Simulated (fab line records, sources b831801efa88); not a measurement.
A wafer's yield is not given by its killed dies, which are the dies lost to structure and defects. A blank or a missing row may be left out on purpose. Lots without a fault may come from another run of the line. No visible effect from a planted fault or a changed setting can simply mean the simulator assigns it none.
The tool behind it: which one? | flow gf180mcu | 15 lots with 45 wafers sampled at 5 steps, on a route of 602 steps

## WHAT EACH GAUGE READ, for each wafer
GF_V4_CD_MEAS_14 targets a cd of 260 nm.
lot  | measured     | on        | cd-nm (nm)
L298 | day 24 13:04 | cd-sem-02 | 261.0 260.4 260.4
L299 | day 25 02:27 | cd-sem-01 | 259.8 259.6 259.6
L300 | day 25 19:19 | cd-sem-01 | 260.8 259.4 260.5
L301 | day 25 22:42 | cd-sem-02 | 260.3 260.2 260.3
L302 | day 26 07:13 | cd-sem-02 | 261.7 260.3 259.6
L304 | day 26 22:24 | cd-sem-02 | 260.8 260.1 259.5
L305 | day 27 02:42 | cd-sem-01 | 259.4 260.8 260.8
L306 | day 27 06:33 | cd-sem-01 | 260.8 260.4 259.1
L307 | day 27 16:53 | cd-sem-02 | 260.7 260.4 262.3
L308 | day 28 07:01 | cd-sem-02 | 258.1 259.3 258.7
L310 | day 28 16:02 | cd-sem-01 | 258.4 259.1 259.2
L316 | day 30 05:45 | cd-sem-02 | 261.6 260.4 261.2
L318 | day 30 20:17 | cd-sem-02 | 261.7 262.7 262.3
L319 | day 30 21:43 | cd-sem-01 | 258.0 258.5 258.6
L320 | day 31 05:58 | cd-sem-01 | 260.4 259.9 259.5

GF_MIM_THK_MEAS_11: measures by xrf.
lot  | measured     | on            | MIM_ALCU_THK (nm)
L298 | day 24 15:25 | film-metro-02 | 196.1 197.8 193.9
L299 | day 25 04:32 | film-metro-04 | 197.2 198.9 204.1
L300 | day 25 21:26 | film-metro-03 | 197.8 200.9 201.8
L301 | day 26 00:49 | film-metro-03 | 196.7 198.6 196.6
L302 | day 26 09:23 | film-metro-04 | 193.5 199.4 195.4
L304 | day 27 00:38 | film-metro-04 | 203.5 200.5 201.7
L305 | day 27 04:45 | film-metro-03 | 198.6 197.6 196.9
L306 | day 27 08:35 | film-metro-02 | 212.3 212.5 216.7
L307 | day 27 18:58 | film-metro-04 | 209.0 212.0 214.3
L308 | day 28 09:01 | film-metro-02 | 210.3 208.6 208.4
L310 | day 28 18:11 | film-metro-02 | 198.5 196.6 197.6
L316 | day 30 07:50 | film-metro-03 | 197.2 198.4 198.6
L318 | day 30 22:23 | film-metro-03 | 200.7 201.8 196.8
L319 | day 30 23:49 | film-metro-03 | 199.1 198.6 199.0
L320 | day 31 08:22 | film-metro-02 | 197.2 194.1 195.7

## WHAT TOOL EACH LOT RAN ON (gives the tool, then ch and the chambers of the sampled wafers, and finally the start)
lot  | GF_V4_CMP_26                  | GF_MIM_SPUTTER_04            | GF_MIM_SPUTTER_09
L298 | cmp-02 ch 1,2,3, day 24 14:39 | pvd-sputter-02, day 24 15:02 | pvd-sputter-03, day 24 15:14
L299 | cmp-02 ch 1,3, day 25 03:41   | pvd-sputter-04, day 25 04:10 | pvd-sputter-03, day 25 04:23
L300 | cmp-02 ch 1,2, day 25 20:36   | pvd-sputter-04, day 25 21:02 | pvd-sputter-03, day 25 21:15
L301 | cmp-01 ch 0,1,3, day 25 23:59 | pvd-sputter-03, day 26 00:28 | pvd-sputter-04, day 26 00:40
L302 | cmp-02 ch 0,2, day 26 08:31   | pvd-sputter-02, day 26 09:00 | pvd-sputter-03, day 26 09:13
L304 | cmp-01 ch 0,2, day 26 23:51   | pvd-sputter-03, day 27 00:17 | pvd-sputter-03, day 27 00:29
L305 | cmp-02 ch 0,1,2, day 27 03:58 | pvd-sputter-02, day 27 04:24 | pvd-sputter-04, day 27 04:36
L306 | cmp-01 ch 2,3, day 27 07:46   | pvd-sputter-04, day 27 08:14 | pvd-sputter-03, day 27 08:26
L307 | cmp-02 ch 0,1,3, day 27 18:14 | pvd-sputter-04, day 27 18:37 | pvd-sputter-03, day 27 18:49
L308 | cmp-02 ch 0,1,3, day 28 08:16 | pvd-sputter-03, day 28 08:38 | pvd-sputter-04, day 28 08:50
L310 | cmp-01 ch 0,3, day 28 17:23   | pvd-sputter-02, day 28 17:49 | pvd-sputter-04, day 28 18:01
L316 | cmp-01 ch 1,3, day 30 07:03   | pvd-sputter-04, day 30 07:29 | pvd-sputter-02, day 30 07:41
L318 | cmp-02 ch 1,3, day 30 21:32   | pvd-sputter-02, day 30 22:01 | pvd-sputter-03, day 30 22:13
L319 | cmp-01 ch 0,1, day 30 22:57   | pvd-sputter-02, day 30 23:26 | pvd-sputter-04, day 30 23:39
L320 | cmp-02 ch 0,2,3, day 31 07:34 | pvd-sputter-04, day 31 08:00 | pvd-sputter-02, day 31 08:12
- GF_V4_CMP_26: polishes, stops on SiO2, t overpolish 15 s, target thk 0 nm.
- GF_MIM_SPUTTER_04: material TiN, target thk 50 nm, time 41.7 s.
- GF_MIM_SPUTTER_09: material TiN, target thk 35 nm, time 29.2 s.

## AS READ BY THE TOOLS THEMSELVES (means over the sampled wafers that have a number; for cases with no such wafer, the mark the record gives instead)
GF_V4_CMP_26.
lot  | tool   | motor-current-A (A) | overpolish-run-s (s) | time-to-endpoint-s (s)
L298 | cmp-02 | 11.8                | 14.999               | 82
L299 | cmp-02 | 11.3                | 15.003               | 78
L300 | cmp-02 | 11.4                | 15.001               | 87
L301 | cmp-01 | 11.7                | 14.995               | 83
L302 | cmp-02 | 11.0                | 15.001               | 92
L304 | cmp-01 | 12.0                | 15.002               | 82
L305 | cmp-02 | 11.1                | 14.998               | 85
L306 | cmp-01 | 11.4                | 15.002               | 80
L307 | cmp-02 | 11.1                | 14.998               | 80
L308 | cmp-02 | 11.3                | 14.992               | 80
L310 | cmp-01 | 11.6                | 15.005               | 82
L316 | cmp-01 | 12.0                | 14.990               | 83
L318 | cmp-02 | 11.3                | 15.004               | 79
L319 | cmp-01 | 11.9                | 14.999               | 86
L320 | cmp-02 | 11.0                | 14.998               | 84

GF_MIM_SPUTTER_04.
lot  | tool           | cathode-dc-power-W (W) | chamber-pressure-pa (Pa) | throttle-valve-pct (%)
L298 | pvd-sputter-02 | 6501.4                 | 0.4009                   | 30.7
L299 | pvd-sputter-04 | 6501.0                 | 0.4005                   | 30.6
L300 | pvd-sputter-04 | 6499.7                 | 0.4003                   | 29.9
L301 | pvd-sputter-03 | 6498.8                 | 0.4001                   | 29.1
L302 | pvd-sputter-02 | 6500.6                 | 0.3997                   | 30.0
L304 | pvd-sputter-03 | 6500.4                 | 0.3991                   | 29.2
L305 | pvd-sputter-02 | 6500.0                 | 0.4004                   | 30.1
L306 | pvd-sputter-04 | 6499.9                 | 0.4010                   | 30.5
L307 | pvd-sputter-04 | 6499.6                 | 0.3996                   | 29.6
L308 | pvd-sputter-03 | 6499.7                 | 0.3994                   | 29.3
L310 | pvd-sputter-02 | 6499.7                 | 0.4012                   | 31.4
L316 | pvd-sputter-04 | 6499.9                 | 0.3998                   | 30.5
L318 | pvd-sputter-02 | 6500.2                 | 0.3999                   | 30.1
L319 | pvd-sputter-02 | 6500.2                 | 0.3998                   | 29.6
L320 | pvd-sputter-04 | 6499.9                 | 0.3999                   | 29.1

GF_MIM_SPUTTER_09.
lot  | tool           | cathode-dc-power-W (W) | chamber-pressure-pa (Pa) | throttle-valve-pct (%)
L298 | pvd-sputter-03 | 6500.7                 | 0.3997                   | 29.1
L299 | pvd-sputter-03 | 6500.8                 | 0.4006                   | 29.1
L300 | pvd-sputter-03 | 6498.2                 | 0.4003                   | 29.0
L301 | pvd-sputter-04 | 6500.4                 | 0.4000                   | 30.2
L302 | pvd-sputter-03 | 6499.9                 | 0.4002                   | 29.3
L304 | pvd-sputter-03 | 6501.8                 | 0.3998                   | 29.3
L305 | pvd-sputter-04 | 6498.6                 | 0.3995                   | 30.3
L306 | pvd-sputter-03 | -                      | -                        | -
L307 | pvd-sputter-03 | -                      | -                        | -
L308 | pvd-sputter-04 | -                      | -                        | -
L310 | pvd-sputter-04 | 6499.0                 | 0.4006                   | 29.5
L316 | pvd-sputter-02 | 6499.6                 | 0.4007                   | 29.5
L318 | pvd-sputter-03 | 6499.5                 | 0.3993                   | 29.4
L319 | pvd-sputter-04 | 6500.4                 | 0.4000                   | 30.7
L320 | pvd-sputter-02 | 6499.9                 | 0.4001                   | 30.2

## THE ANSWER, worked out from the rows above alone
Rule: the lots themselves supply what counts as usual. The widest of any qualifying gaps counts: lots, ordered by their means at a reading, are off when they make up no more than a third of the lots, leave a main group of 4 or more, and stand apart from it by 3 or more times the standard deviation of that group's means. Not used: any main group whose means are identical at the precision the tables above print for the reading. A lot without any number at a reading at which 4 lots or more have one is off too. The other lots that the step has rows for count as sound. The gauges are gone through in route order, then the tools' own readings, and for those a lot's mean is taken as printed above. At the first step where some lot is off, the reading lying furthest off is the one used; lots without a number count as furthest.
Off: L306, L307, L308, seen at GF_MIM_THK_MEAS_11 (MIM_ALCU_THK). Main group: mean 198.3 nm, sd 1.9.
A tool fits if, at a process step before that reading, it ran every lot that is off, and no sound lot after the first of them. Not tried: the gauges at GF_MIM_THK_MEAS_11; whatever is off there is also off at GF_MIM_SPUTTER_09, on other tools, and gauge error can't account for it. None of those tried fits.

## WHAT THE SIMULATOR HAD PUT IN
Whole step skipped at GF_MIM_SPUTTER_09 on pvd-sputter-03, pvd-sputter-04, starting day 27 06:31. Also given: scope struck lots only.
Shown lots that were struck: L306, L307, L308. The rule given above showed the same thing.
